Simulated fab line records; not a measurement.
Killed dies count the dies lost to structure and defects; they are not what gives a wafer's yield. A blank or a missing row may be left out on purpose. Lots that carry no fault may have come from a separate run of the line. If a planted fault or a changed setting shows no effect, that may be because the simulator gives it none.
fab line records	flow sky130
[record] lots = 7	wafers = 19	lastDay = 49
route steps=708 shown VIA3@590 METAL4@598 CAP2M@603 PAD_OPEN@708
lots that met no fault: taken from a fault-free run of the same line
startH: hours from the record's first day to the start of the lot's first wafer shown	waitH: time in hours since the lot's previous step	" as in the row above	L1.1+2: a row that stands for several wafers	- no value, or no start was given	* or withheld: withheld	< > ~ a bound
route shown NAME@n: a module of which the file shows steps, and the number in the route of the first	usual: mean/standard deviation taken from wafers without a fault	same: alike in all rows	chamber/n: place in a boat	sites: each site's reading	_std_site: their standard deviation	_edge_site: inner sites' mean taken away from outer sites' mean	radiusMm: how far each site lies from the wafer's centre	mask NAME#n: copy n	behind: the most recent tool/chamber to have shaped the wafer	hold: why the lot went on hold/how many hours it stayed there/how the hold came to an end	device: names the non-switching transistor (n, p or np)	end of line: tests of these same wafers at the route's end	where a step has no rows: the recipe by itself	killed: the dies lost at the first sort to structure and to defects; this is not the yield of the wafer	map: a wafer's dies, marking killed ones x, the rest . and places with no die _
set.NAME: the run value of the setting; set.NAME@STEP: its run value at that earlier step	model.NAME: the simulator's own value behind a step, which no gauge read
lots seen at some steps along the route; tables by step, rows by wafer
services: when a tool's chamber went out of use (startH, in hours from the record's first day, below 0 if earlier), for how many hours, and the reason
[[steps]]
[step SKY_VIA3_STRIP_17]
[recipe] chemistry = postEtchResidueRemover	timeS = 1200	tempC = 72.5
[step SKY_VIA3_CLEAN_18]
[recipe] chemistry = IPA	timeS = 180	tempC = 25
[step SKY_VIA3_CLEAN_19]
[recipe] chemistry = O3/DIW	dry = n2Spin
[step SKY_VIA3_SPUTTER_20]
[recipe] material = TiN	targetThkNm = 20	chamberPressurePa = 5	powerW = 4000	timeS = 80
[step SKY_VIA3_CVD_21]
[recipe] material = W	targetThkNm = 390	timeS = 117.31	tempC = 400	pressureTorr = 40
[usual] heaterPowerOuterW = 553/43	heaterPowerW = 906/29
lot.wafer	tool	chamber	startH	waitH	heaterPowerOuterW	heaterPowerW
L527.1	cvdW-02	1	943.40	0.0	544	871
L527.2	"	0	"	"	527	891
L527.6	"	0	"	"	518	884
L530.2	cvdW-02	0	976.89	0.0	515	880
L530.4	"	0	"	"	531	881
L530.6	"	1	"	"	549	891
L532.1	cvdW-02	0	987.06	0.0	514	883
L532.3	"	0	"	"	519	879
L532.5	"	1	"	"	561	900
L533.3	cvdW-01	0	991.90	0.1	637	944
L533.5	"	1	"	"	521	874
L533.6	"	0	"	"	609	933
L534.1	cvdW-02	0	997.77	0.0	509	887
L534.2	"	1	"	"	553	895
L535.2	cvdW-02	0	1004.66	0.0	506	864
L535.3	"	0	"	"	512	886
L546.1	cvdW-01	1	1063.89	0.0	520	875
L546.3	"	0	"	"	618	963
L546.5	"	1	"	"	518	893
[step SKY_VIA3_RS_MEAS_22]
[recipe] thkMeasGauge = four-point-probe	reads = W_of_VIA3_CVD_21+TiN_of_VIA3_SPUTTER_20
[usual] VIA3_W_RS = 0.296/0.0044
lot.wafer	tool	chamber	startH	waitH	VIA3_W_RS[ohm/sq]
L527.1	filmMetro-01	-	943.52	0.1	0.297
L527.2	"	-	"	"	0.296
L527.6	"	-	"	"	0.295
L530.2	filmMetro-03	-	977.03	0.1	0.292
L530.4	"	-	"	"	0.296
L530.6	"	-	"	"	0.297
L532.1	filmMetro-02	-	987.18	0.1	0.294
L532.3	"	-	"	"	0.298
L532.5	"	-	"	"	0.295
L533.3	filmMetro-02	-	992.02	0.1	0.297
L533.5	"	-	"	"	0.304
L533.6	"	-	"	"	0.295
L534.1	filmMetro-01	-	997.89	0.1	0.294
L534.2	"	-	"	"	0.299
L535.2	filmMetro-02	-	1004.80	0.1	0.300
L535.3	"	-	"	"	0.299
L546.1	filmMetro-03	-	1064.01	0.1	0.302
L546.3	"	-	"	"	0.304
L546.5	"	-	"	"	0.302
[step SKY_VIA3_THK_MEAS_23]
[recipe] thkMeasGauge = xrf	reads = W_of_VIA3_CVD_21
[usual] VIA3_W_THK = 392/6.7
lot.wafer	tool	chamber	startH	waitH	VIA3_W_THK[nm]
L527.1	filmMetro-01	-	943.64	0.1	392
L527.2	"	-	"	"	389
L527.6	"	-	"	"	395
L530.2	filmMetro-03	-	977.14	0.1	398
L530.4	"	-	"	"	396
L530.6	"	-	"	"	392
L532.1	filmMetro-02	-	987.30	0.1	394
L532.3	"	-	"	"	387
L532.5	"	-	"	"	395
L533.3	filmMetro-02	-	992.12	0.1	390
L533.5	"	-	"	"	382
L533.6	"	-	"	"	393
L534.1	filmMetro-01	-	998.01	0.1	394
L534.2	"	-	"	"	385
L535.2	filmMetro-02	-	1004.91	0.1	384
L535.3	"	-	"	"	387
L546.1	filmMetro-03	-	1064.13	0.1	384
L546.3	"	-	"	"	380
L546.5	"	-	"	"	385
[step SKY_VIA3_CMP_24]
[recipe] stopOn = SiO2	tOverpolishS = 20	downForcePsi = 3.5	platenRpm = 60	targetThkNm = 0	padVelocityMS = 0.94248
[step SKY_METAL4_SPUTTER_00]
[recipe] material = Ti	targetThkNm = 15	powerW = 3000	timeS = 10	chamberPressurePa = 0.4
[step SKY_METAL4_SPUTTER_01]
[recipe] material = TiN	targetThkNm = 20	powerW = 6500	timeS = 16.7	chamberPressurePa = 0.4
[usual] throttleValvePct = 30.9/1.1
lot.wafer	tool	chamber	startH	waitH	throttleValvePct
L527.1	pvdSputter-02	-	944.02	0.0	30.4
L527.2	"	-	"	"	29.1
L527.6	"	-	"	"	30.7
L530.2	pvdSputter-03	-	977.51	0.0	31.4
L530.4	"	-	"	"	31.3
L530.6	"	-	"	"	31.0
L532.1	pvdSputter-03	-	987.69	0.0	31.8
L532.3	"	-	"	"	31.2
L532.5	"	-	"	"	31.3
L533.3	pvdSputter-01	-	992.49	0.0	31.3
L533.5	"	-	"	"	29.9
L533.6	"	-	"	"	32.6
L534.1	pvdSputter-03	-	998.39	0.0	32.2
L534.2	"	-	"	"	31.2
L535.2	pvdSputter-03	-	1005.46	0.0	31.1
L535.3	"	-	"	"	31.5
L546.1	pvdSputter-02	-	1064.51	0.0	29.0
L546.3	"	-	"	"	29.3
L546.5	"	-	"	"	30.6
[step SKY_METAL4_SPUTTER_02]
[recipe] material = AlCu	targetThkNm = 735	powerW = 10600	timeS = 39.1	chamberPressurePa = 0.4
[usual] throttleValvePct = 30.9/1.1
lot.wafer	tool	chamber	startH	waitH	throttleValvePct
L527.1	pvdSputter-02	-	944.05	0.0	30.6
L527.2	"	-	"	"	28.9
L527.6	"	-	"	"	30.5
L530.2	pvdSputter-03	-	977.54	0.0	31.4
L530.4	"	-	"	"	31.6
L530.6	"	-	"	"	31.2
L532.1	pvdSputter-03	-	987.71	0.0	31.8
L532.3	"	-	"	"	31.5
L532.5	"	-	"	"	31.3
L533.3	pvdSputter-01	-	992.51	0.0	31.3
L533.5	"	-	"	"	29.8
L533.6	"	-	"	"	32.3
L534.1	pvdSputter-03	-	998.42	0.0	32.3
L534.2	"	-	"	"	31.5
L535.2	pvdSputter-03	-	1005.49	0.0	31.6
L535.3	"	-	"	"	31.4
L546.1	pvdSputter-02	-	1064.54	0.0	28.6
L546.3	"	-	"	"	29.3
L546.5	"	-	"	"	30.7
[step SKY_METAL4_SPUTTER_03]
[recipe] material = Ti	targetThkNm = 5	powerW = 3000	timeS = 3.3	chamberPressurePa = 0.4
[usual] throttleValvePct = 30.9/1.1
lot.wafer	tool	chamber	startH	waitH	throttleValvePct
L527.1	pvdSputter-02	-	944.08	0.0	30.7
L527.2	"	-	"	"	28.7
L527.6	"	-	"	"	30.4
L530.2	pvdSputter-03	-	977.58	0.0	31.2
L530.4	"	-	"	"	31.3
L530.6	"	-	"	"	31.2
L532.1	pvdSputter-03	-	987.75	0.0	31.6
L532.3	"	-	"	"	31.4
L532.5	"	-	"	"	31.6
L533.3	pvdSputter-01	-	992.55	0.0	31.1
L533.5	"	-	"	"	29.7
L533.6	"	-	"	"	32.4
L534.1	pvdSputter-03	-	998.46	0.0	32.0
L534.2	"	-	"	"	31.4
L535.2	pvdSputter-03	-	1005.53	0.0	31.2
L535.3	"	-	"	"	31.7
L546.1	pvdSputter-02	-	1064.58	0.0	29.0
L546.3	"	-	"	"	29.2
L546.5	"	-	"	"	30.7
[step SKY_METAL4_SPUTTER_04]
[recipe] material = TiN	targetThkNm = 70	powerW = 6500	timeS = 58.3	chamberPressurePa = 0.4
[usual] throttleValvePct = 30.9/1.1
lot.wafer	tool	chamber	startH	waitH	throttleValvePct	model.TiN_of_METAL4_SPUTTER_04.thkNm
L527.1	pvdSputter-02	-	944.10	0.0	30.7	70.78
L527.2	"	-	"	"	28.8	69.77
L527.6	"	-	"	"	30.6	69.91
L530.2	pvdSputter-03	-	977.60	0.0	31.3	69.77
L530.4	"	-	"	"	31.3	70.18
L530.6	"	-	"	"	31.3	69.45
L532.1	pvdSputter-03	-	987.77	0.0	31.7	71.02
L532.3	"	-	"	"	31.3	70.72
L532.5	"	-	"	"	31.5	92.56
L533.3	pvdSputter-01	-	992.57	0.0	31.3	71.28
L533.5	"	-	"	"	29.8	71.65
L533.6	"	-	"	"	32.5	70.87
L534.1	pvdSputter-03	-	998.47	0.0	32.0	71.12
L534.2	"	-	"	"	31.4	92.49
L535.2	pvdSputter-03	-	1005.55	0.0	31.1	93.24
L535.3	"	-	"	"	31.6	71.62
L546.1	pvdSputter-02	-	1064.60	0.0	28.6	70.83
L546.3	"	-	"	"	29.3	70.86
L546.5	"	-	"	"	30.5	71.02
[step SKY_CAP2M_CVD_00]
[recipe] material = SiO2	targetThkNm = 15.5	tempC = 400	timeS = withheld	rfW = 450
[usual] heaterPowerOuterW = 414/66	heaterPowerW = 703/110
lot.wafer	tool	chamber	startH	waitH	heaterPowerOuterW	heaterPowerW
L527.1	pecvd-02	1	944.15	0.0	428	768
L527.2	"	2	"	"	390	661
L527.6	"	0	"	"	458	706
L530.2	pecvd-02	2	977.65	0.0	420	714
L530.4	"	2	"	"	434	728
L530.6	"	0	"	"	421	641
L532.1	pecvd-03	1	987.82	0.0	451	744
L532.3	"	2	"	"	322	576
L532.5	"	0	"	"	394	713
L533.3	pecvd-02	0	992.62	0.0	439	699
L533.5	"	1	"	"	417	730
L533.6	"	2	"	"	386	680
L534.1	pecvd-01	0	998.52	0.0	568	997
L534.2	"	2	"	"	369	603
L535.2	pecvd-02	1	1005.60	0.0	473	806
L535.3	"	2	"	"	331	594
L546.1	pecvd-01	2	1064.65	0.0	438	706
L546.3	"	1	"	"	357	588
L546.5	"	2	"	"	428	715
[step SKY_PAD_OPEN_PROBE_99]
[usual] defectLimitedYield = 82.6/1.9	killed_at_M0_to_M3 = 42/7.1	killed_at_M4_up = 3.3/1.9	killedAtContacts = 24/5	killedAtFrontEnd = 15/4.7	killedAtOther = 0.3/0.61	killedDies = 86/9.6	killedOpen = 47/7.5	killedShort = 38/6.6	sort_bin_3_pad_short = 0.9/0.42	sort_bin_5_function = 10.2/1.5	sort_bin_6_memory = 6.3/1.1	sortNPass = 406/9.6	sortYieldPct = 82.6/1.9
[same] grossDies = 492	killedAtBackSide = 0	sort_bin_4_leakage[%] = 0	sort_bin_8_speed[%] = 0
lot.wafer	tool	chamber	startH	waitH	defectLimitedYield[%]	killed_at_M0_to_M3	killed_at_M4_up	killedAtContacts	killedAtFrontEnd	killedAtOther	killedDies	killedOpen	killedShort	sort_bin_3_pad_short[%]	sort_bin_5_function[%]	sort_bin_6_memory[%]	sortNPass	sortYieldPct[%]	model.etest.via4Chain.rcOhm
L527.1	prober-02	-	1087.35	0.1	83.9	40	3	27	9	0	79	47	32	0.8	9.6	5.7	413	83.9	0.8219
L527.2	prober-02	-	1087.40	0.1	86.2	38	2	18	10	0	68	29	39	0.8	8.7	4.3	424	86.2	0.8054
L527.6	prober-02	-	1087.60	0.2	79.9	46	3	34	16	0	99	56	43	1.2	11.6	7.3	393	79.9	0.8074
L530.2	prober-01	-	1115.09	0.1	84.1	50	4	16	8	0	78	50	28	0.8	10.6	4.5	414	84.1	0.8072
L530.4	prober-01	-	1115.19	0.2	80.5	61	2	19	13	1	96	56	40	0.6	11.6	7.3	396	80.5	0.8202
L530.6	prober-01	-	1115.29	0.2	82.3	41	3	33	10	0	87	46	41	1.0	9.6	7.1	405	82.3	0.7694
L532.1	prober-02	-	1124.34	0.1	86.4	32	0	25	10	0	67	44	23	0.2	7.1	6.3	425	86.4	0.7934
L532.3	prober-02	-	1124.44	0.2	85.0	34	1	23	16	0	74	44	30	1.6	7.7	5.7	418	85.0	0.8014
L532.5	prober-02	-	1124.54	0.2	81.9	45	3	28	12	1	89	49	39	1.0	11.2	5.9	403	81.9	0.805
L533.3	prober-02	-	1127.56	0.2	80.7	47	6	23	19	0	95	50	45	1.0	10.6	7.7	397	80.7	0.774
L533.5	prober-02	-	1127.66	0.2	81.5	42	4	32	13	0	91	50	41	0.4	11.4	6.7	401	81.5	0.8231
L533.6	prober-02	-	1127.71	0.2	80.9	55	5	20	14	0	94	48	46	0.6	10.4	8.1	398	80.9	0.8038
L534.1	prober-01	-	1133.12	0.1	80.1	49	1	34	14	0	98	52	46	1.0	11.8	7.1	394	80.1	0.7781
L534.2	prober-01	-	1133.17	0.1	78.7	39	2	32	32	0	105	51	54	1.6	13.2	6.5	387	78.7	0.8387
L535.2	prober-02	-	1141.08	0.1	82.7	38	1	28	17	1	85	50	34	0.6	10.6	6.1	407	82.7	0.8112
L535.3	prober-02	-	1141.13	0.2	81.5	44	3	30	14	0	91	53	38	1.0	10.6	6.9	401	81.5	0.8233
L546.1	prober-01	-	1187.08	0.1	85.2	35	5	22	11	0	73	36	37	0.4	8.7	5.7	419	85.2	0.7959
L546.3	prober-01	-	1187.18	0.2	82.9	45	7	20	12	0	84	44	40	1.0	8.3	7.7	408	82.9	0.7877
L546.5	prober-01	-	1187.28	0.2	87.8	28	3	16	13	0	60	29	31	1.0	6.9	4.3	432	87.8	0.8038
// killed by level:class
L527.1 LI_CONTACT:geometricParticle:open=11 VIA2:geometricParticle:open=9 CONTACT:geometricParticle:open=8 METAL2:geometricParticle:short=7 CONTACT:geometricParticle:short=6 VIA1:geometricParticle:open=5 METAL1:geometricParticle:short=4 VIA2:geometricParticle:short=4
L527.2 METAL2:geometricParticle:short=7 CONTACT:geometricParticle:open=7 VIA1:geometricParticle:open=6 VIA1:geometricParticle:short=6 LI_CONTACT:geometricParticle:open=5 FIELD_ISO:geometricParticle:open=4 METAL1:geometricParticle:short=4 VIA3:geometricParticle:short=4
L527.6 CONTACT:geometricParticle:open=16 VIA1:geometricParticle:open=12 METAL2:geometricParticle:short=11 FIELD_ISO:geometricParticle:open=6 LI_CONTACT:geometricParticle:open=5 LOCAL_INTERCONNECT:geometricParticle:short=5 VIA2:geometricParticle:short=5 METAL1:geometricParticle:short=4
L530.2 VIA2:geometricParticle:open=10 VIA1:geometricParticle:open=10 CONTACT:geometricParticle:open=8 VIA3:geometricParticle:open=8 VIA2:geometricParticle:short=5 METAL1:geometricParticle:short=4 METAL3:geometricParticle:short=4 LI_CONTACT:geometricParticle:open=3
L530.4 VIA1:geometricParticle:open=15 VIA2:geometricParticle:open=10 CONTACT:geometricParticle:open=9 VIA3:geometricParticle:open=9 METAL2:geometricParticle:short=6 METAL1:geometricParticle:short=5 VIA1:geometricParticle:short=5 LOCAL_INTERCONNECT:geometricParticle:short=4
L530.6 CONTACT:geometricParticle:open=14 VIA1:geometricParticle:open=9 VIA2:geometricParticle:open=7 METAL3:geometricParticle:short=7 LI_CONTACT:geometricParticle:open=6 CONTACT:geometricParticle:short=6 LOCAL_INTERCONNECT:geometricParticle:short=4 METAL1:geometricParticle:open=4
L532.1 CONTACT:geometricParticle:open=9 VIA3:geometricParticle:open=8 LI_CONTACT:geometricParticle:open=7 VIA1:geometricParticle:open=6 LOCAL_INTERCONNECT:geometricParticle:short=5 FIELD_ISO:geometricParticle:open=3 VIA2:geometricParticle:short=3 POLY_GATE:geometricParticle:open=3
L532.3 CONTACT:geometricParticle:open=10 FIELD_ISO:geometricParticle:short=7 VIA1:geometricParticle:open=7 VIA3:geometricParticle:open=6 FIELD_ISO:geometricParticle:open=5 VIA2:geometricParticle:short=5 LI_CONTACT:geometricParticle:open=5 VIA2:geometricParticle:open=3
L532.5 LI_CONTACT:geometricParticle:open=10 VIA2:geometricParticle:open=9 VIA1:geometricParticle:open=9 CONTACT:geometricParticle:open=7 LI_CONTACT:geometricParticle:short=5 VIA1:geometricParticle:short=5 METAL1:geometricParticle:short=5 VIA3:geometricParticle:open=5
L533.3 VIA1:geometricParticle:open=9 CONTACT:geometricParticle:open=8 FIELD_ISO:geometricParticle:open=7 METAL1:geometricParticle:short=7 VIA2:geometricParticle:short=6 VIA3:geometricParticle:open=5 CONTACT:geometricParticle:short=5 VIA1:geometricParticle:short=5
L533.5 CONTACT:geometricParticle:open=11 VIA1:geometricParticle:open=11 LI_CONTACT:geometricParticle:open=9 METAL1:geometricParticle:short=6 VIA3:geometricParticle:open=5 LI_CONTACT:geometricParticle:short=5 FIELD_ISO:geometricParticle:short=4 POLY_GATE:geometricParticle:short=4
L533.6 VIA1:geometricParticle:open=14 METAL1:geometricParticle:short=12 CONTACT:geometricParticle:open=9 POLY_GATE:geometricParticle:open=6 LOCAL_INTERCONNECT:geometricParticle:short=6 VIA3:geometricParticle:open=6 VIA1:geometricParticle:short=5 POLY_GATE:geometricParticle:short=4
L534.1 CONTACT:geometricParticle:open=12 LI_CONTACT:geometricParticle:open=9 CONTACT:geometricParticle:short=8 VIA2:geometricParticle:open=8 VIA1:geometricParticle:short=7 VIA2:geometricParticle:short=7 METAL2:geometricParticle:short=6 VIA3:geometricParticle:open=6
L534.2 FIELD_ISO:geometricParticle:short=10 CONTACT:geometricParticle:open=10 LI_CONTACT:geometricParticle:open=8 CONTACT:geometricParticle:short=8 POLY_GATE:geometricParticle:open=7 VIA1:geometricParticle:open=7 VIA2:geometricParticle:short=6 POLY_GATE:geometricParticle:short=6
L535.2 CONTACT:geometricParticle:open=11 VIA1:geometricParticle:open=7 LI_CONTACT:geometricParticle:open=5 CONTACT:geometricParticle:short=5 FIELD_ISO:geometricParticle:open=4 LOCAL_INTERCONNECT:geometricParticle:short=4 VIA1:geometricParticle:short=4 METAL1:geometricParticle:short=4
L535.3 CONTACT:geometricParticle:open=12 VIA1:geometricParticle:open=12 LI_CONTACT:geometricParticle:open=8 METAL1:geometricParticle:short=8 FIELD_ISO:geometricParticle:open=7 VIA2:geometricParticle:open=6 CONTACT:geometricParticle:short=5 VIA1:geometricParticle:short=5
L546.1 CONTACT:geometricParticle:open=11 METAL1:geometricParticle:short=8 LI_CONTACT:geometricParticle:open=6 VIA1:geometricParticle:open=6 VIA1:geometricParticle:short=5 METAL4:geometricParticle:short=5 METAL2:geometricParticle:short=5 VIA2:geometricParticle:open=4
L546.3 VIA1:geometricParticle:open=10 METAL4:geometricParticle:short=6 LI_CONTACT:geometricParticle:open=6 CONTACT:geometricParticle:open=5 VIA1:geometricParticle:short=5 METAL2:geometricParticle:short=5 VIA2:geometricParticle:short=5 VIA2:geometricParticle:open=5
L546.5 LI_CONTACT:geometricParticle:open=7 CONTACT:geometricParticle:open=6 VIA3:geometricParticle:open=5 POLY_GATE:geometricParticle:short=4 VIA1:geometricParticle:open=4 METAL2:geometricParticle:short=4 METAL3:geometricParticle:short=4 POLY_GATE:geometricParticle:open=3
[[services]]
tool	chamber	startH	hours	kind
pecvd-02	1	925.83	3.9	repair
pecvd-03	0	934.52	2.1	scheduledDown
pecvd-03	2	938.08	21.6	repair
pvdSputter-01	-	950.17	5.7	repair
pecvd-02	1	956.14	2.6	repair
pvdSputter-01	-	971.69	7.0	repair
pecvd-01	2	972.08	23.6	repair
pvdSputter-02	-	990.41	23.1	repair
pvdSputter-01	-	994.80	1.1	repair
pecvd-03	-	1021.59	6.0	pm
cvdW-02	0	1022.11	-	calibration
pecvd-03	2	1051.52	3.1	repair
pecvd-03	1	1052.64	3.8	repair
pecvd-03	0	1055.08	8.8	repair
[[key]]
firstSign none at tools or gauges
[modelEffect] step = SKY_METAL4_SPUTTER_04	value = TiN_of_METAL4_SPUTTER_04.thkNm	without = 71.04	struck = 92.76
[modelEffect] step = SKY_PAD_OPEN_PROBE_99	value = etest.via4Chain.rcOhm	without = 0.7809	struck = 0.8183
metAt SKY_METAL4_SPUTTER_04
struckWafers L532.5,L534.2,L535.2
onsetBetween 977.60 987.77
[fault] kind = processParameterDrift	tool = pvdSputter-03	chamber = -	onsetH = 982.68	steps = SKY_METAL4_SPUTTER_04	channel = targetThkNm	offset = 21.718	shape = step	endH = 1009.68	scope = struckWafersOnly	actsIn = theseRecipesOnly	stated = 70
